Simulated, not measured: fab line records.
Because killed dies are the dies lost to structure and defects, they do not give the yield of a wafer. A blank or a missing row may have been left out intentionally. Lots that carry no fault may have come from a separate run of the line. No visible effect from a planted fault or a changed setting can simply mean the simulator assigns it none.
Which of the tools did it? ; flow gf180mcu ; Sampling: 14 lots, 42 wafers, 2 of 602 route steps

WHAT EACH GAUGE READ, for each wafer
The record lacks any reading of a measuring or inspecting step that a usual standard deviation could be used to judge.

TOOL THAT RAN EACH LOT (tool first, then ch and the chambers of the sampled wafers, then the start)
lot;GF_M2_COAT_09;GF_M2_STRIP_17
L373;litho-track-01 ch 0, day 18 10:59;plasma-asher-01 ch 0,1, day 18 23:49
L374;litho-track-02 ch 0, day 19 05:08;plasma-asher-02 ch 0,1, day 19 18:26
L375;litho-track-03 ch 0, day 19 13:38;plasma-asher-02 ch 0,1, day 20 02:26
L376;litho-track-03 ch 0, day 19 20:19;plasma-asher-02 ch 0,1, day 20 08:23
L377;litho-track-02 ch 0, day 20 04:55;plasma-asher-02 ch 0,1, day 20 17:08
L384;litho-track-03 ch 0, day 22 22:36;plasma-asher-03 ch 0,1, day 23 10:25
L386;litho-track-03 ch 0, day 23 19:00;plasma-asher-02 ch 1, day 24 06:23
L388;litho-track-01 ch 0, day 24 12:50;plasma-asher-02 ch 0, day 25 00:28
L389;litho-track-01 ch 0, day 24 14:20;plasma-asher-02 ch 0,1, day 25 01:44
L390;litho-track-02 ch 0, day 24 20:01;plasma-asher-01 ch 0,1, day 25 07:05
L391;litho-track-01 ch 0, day 25 01:06;plasma-asher-02 ch 0,1, day 25 11:47
L394;litho-track-03 ch 0, day 26 03:05;plasma-asher-01 ch 0,1, day 26 14:29
L395;litho-track-01 ch 0, day 26 10:09;plasma-asher-03 ch 0,1, day 27 00:16
L396;litho-track-02 ch 0, day 26 19:34;plasma-asher-01 ch 0,1, day 27 05:38
- GF_M2_COAT_09: resist thk 1000 nm.
- GF_M2_STRIP_17: strips in O2/N2.

AS READ BY THE TOOLS THEMSELVES (means over the sampled wafers that have a number; for cases with no such wafer, the mark the record gives instead)
GF_M2_STRIP_17.
lot;tool;drypump-motor-current-A (A);heater-power-w (W);oes-product-au (a.u.);strip-time-to-endpoint-s (s)
L373;plasma-asher-01;5.5;348;0.536;7.37
L374;plasma-asher-02;6.0;352;0.536;7.38
L375;plasma-asher-02;6.0;338;0.531;7.29
L376;plasma-asher-02;6.0;338;0.532;7.23
L377;plasma-asher-02;6.0;346;0.534;7.35
L384;plasma-asher-03;5.1;317;0.554;7.82
L386;plasma-asher-02;6.0;369;0.554;7.77
L388;plasma-asher-02;5.9;328;0.539;7.38
L389;plasma-asher-02;6.0;345;0.539;7.43
L390;plasma-asher-01;5.5;320;0.541;7.39
L391;plasma-asher-02;6.0;346;0.541;7.42
L394;plasma-asher-01;5.5;322;0.533;7.35
L395;plasma-asher-03;5.2;328;0.542;7.45
L396;plasma-asher-01;5.5;351;0.536;7.41

THE ANSWER, worked out from the rows above alone
Rule: the lots themselves supply what counts as usual. The widest of any qualifying gaps counts: lots, ordered by their means at a reading, are off when they make up no more than a third of the lots, leave a main group of 4 or more, and stand apart from it by 3 or more times the standard deviation of that group's means. A main group is skipped when, at the precision printed for the reading in the tables above, its means are all equal. A lot without any number at a reading at which 4 lots or more have one is off too. Where the step has rows for the other lots, those lots are counted as sound. The gauges are gone through in route order, then the tools' own readings, and for those a lot's mean is taken as printed above. At the first step where some lot is off, the reading lying furthest off is the one used; lots without a number count as furthest.
Off: L384, L386, at GF_M2_STRIP_17 (strip-time-to-endpoint-s). Mean 7.37 s and standard deviation 0.059 in the main group.
A tool fits if, at that step or a process step before it, it ran every lot that is off, and no sound lot after the first of them. Not one of the candidates tried fits.

WHAT THE SIMULATOR PUT IN
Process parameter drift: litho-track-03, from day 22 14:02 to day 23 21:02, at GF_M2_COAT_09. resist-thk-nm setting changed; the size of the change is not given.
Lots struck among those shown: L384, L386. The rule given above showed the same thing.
